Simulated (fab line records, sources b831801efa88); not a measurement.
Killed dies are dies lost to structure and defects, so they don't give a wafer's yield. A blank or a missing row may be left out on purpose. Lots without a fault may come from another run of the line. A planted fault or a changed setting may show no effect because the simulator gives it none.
Which tool did it? | flow gf180mcu | 6 lots, 18 wafers sampled, at 4 steps of a route of 602

WHAT THE GAUGES READ, wafer by wafer
GF_MVSD_TW_MEAS_11.
lot  | measured    | on            | MVSD_TW
L521 | day 4 22:19 | film_metro-01 | 1594 1586 1584
L524 | day 5 14:49 | film_metro-01 | 1573 1578 1580
L528 | day 6 16:25 | film_metro-03 | 30 29 30
L536 | day 8 14:29 | film_metro-03 | 1561 1561 1565
L538 | day 9 01:03 | film_metro-04 | 1572 1560 1571
L541 | day 9 19:40 | film_metro-03 | 1553 1557 1568

WHICH TOOL RAN EACH LOT (tool, then ch and the chambers of the sampled wafers, then the start)
lot  | GF_NWELL_STRIP_10                   | GF_LVPWELL_STRIP_10                 | GF_MVSD_STRIP_10
L521 | plasma_asher-02 ch 0, day 3 19:04   | plasma_asher-04 ch 0,1, day 4 08:16 | plasma_asher-02 ch 0,1, day 4 22:13
L524 | plasma_asher-01 ch 0,1, day 4 10:13 | plasma_asher-04 ch 0,1, day 5 00:34 | plasma_asher-04 ch 0,1, day 5 14:43
L528 | plasma_asher-01 ch 0,1, day 5 10:25 | plasma_asher-01 ch 0,1, day 6 01:07 | plasma_asher-01 ch 0,1, day 6 16:19
L536 | plasma_asher-03 ch 0,1, day 7 05:52 | plasma_asher-04 ch 0, day 7 21:58   | plasma_asher-02 ch 0, day 8 14:23
L538 | plasma_asher-01 ch 0,1, day 7 16:04 | plasma_asher-04 ch 0,1, day 8 08:44 | plasma_asher-04 ch 0,1, day 9 00:57
L541 | plasma_asher-02 ch 0,1, day 8 08:49 | plasma_asher-04 ch 0,1, day 9 01:49 | plasma_asher-04 ch 0,1, day 9 19:34
- GF_NWELL_STRIP_10: strips in O2/N2.
- GF_LVPWELL_STRIP_10: strips in O2/N2.
- GF_MVSD_STRIP_10: strips in O2/N2.

THE ANSWER, worked out from the rows above alone
Rule: what is usual is taken from the lots themselves. Put in order of their means at a reading, lots are off if they are a third of the lots or fewer, leave a main group of 4 or more, and stand apart from it by a gap of 3 or more times the standard deviation of the main group's means; of several such gaps the widest counts. A main group whose means are all the same, to the digits that the tables above print for the reading, isn't used. A lot without any number at a reading at which 4 lots or more have one is off too. The other lots that the step has rows for count as sound.
Off: L528, at GF_MVSD_TW_MEAS_11 (MVSD_TW). The main group: mean 1571, standard deviation 10.
A tool fits if, at a process step before that reading, it ran every lot that is off, and no sound lot after the first of them. The gauges at GF_MVSD_TW_MEAS_11 are tried like those tools. One fits: plasma_asher-01 at GF_LVPWELL_STRIP_10 and GF_MVSD_STRIP_10. It ran no sound lot before its first lot that is off in this sample, so the start can't be narrowed down.

WHAT THE SIMULATOR HAD PUT IN
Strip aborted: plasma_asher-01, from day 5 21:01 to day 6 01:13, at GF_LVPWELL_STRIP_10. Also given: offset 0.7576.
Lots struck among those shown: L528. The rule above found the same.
